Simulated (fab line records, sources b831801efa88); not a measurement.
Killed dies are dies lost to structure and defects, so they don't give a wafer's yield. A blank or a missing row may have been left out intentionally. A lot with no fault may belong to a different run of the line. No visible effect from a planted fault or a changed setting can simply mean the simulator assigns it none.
Which tool is to blame? ; flow gf180mcu ; 21 wafers sampled from 7 lots at 1 step of a route of 602

WHAT THE GAUGES READ, wafer by wafer
GF_MVPSD_TW_MEAS_11.
lot;measured;on;MVPSD_TW
L476;day 5 11:20;film-metro-04;552.5 555.7 555.4
L479;day 6 04:29;film-metro-04;549.9 548.3 552.7
L481;day 6 14:26;film-metro-01;548.8 549.9 551.6
L489;day 8 12:15;film-metro-01;546.9 546.6 545.5
L491;day 9 00:40;film-metro-04;551.8 553.2 552.8
L494;day 9 19:36;film-metro-04;552.8 553.6 553.1
L496;day 10 10:10;film-metro-04;552.0 551.5 556.4

TOOL THAT RAN EACH LOT (tool first, then ch and the chambers of the sampled wafers, then the start)
Record: no process step prior to these readings.

THE ANSWER, worked out from the rows above alone
Rule: the lots themselves supply what counts as usual. Put in order of their means at a reading, lots are off if they are a third of the lots or fewer, leave a main group of 4 or more, and stand apart from it by a gap of 3 or more times the standard deviation of the main group's means; of several such gaps the widest counts. Not used: any main group whose means are identical at the precision the tables above print for the reading. Also off: a lot with no number at a reading for which 4 or more lots have one. All remaining lots with rows at the step are treated as sound.
No lot is off on any of the readings shown, so nothing can be concluded from this.

WHAT THE SIMULATOR HAD PUT IN
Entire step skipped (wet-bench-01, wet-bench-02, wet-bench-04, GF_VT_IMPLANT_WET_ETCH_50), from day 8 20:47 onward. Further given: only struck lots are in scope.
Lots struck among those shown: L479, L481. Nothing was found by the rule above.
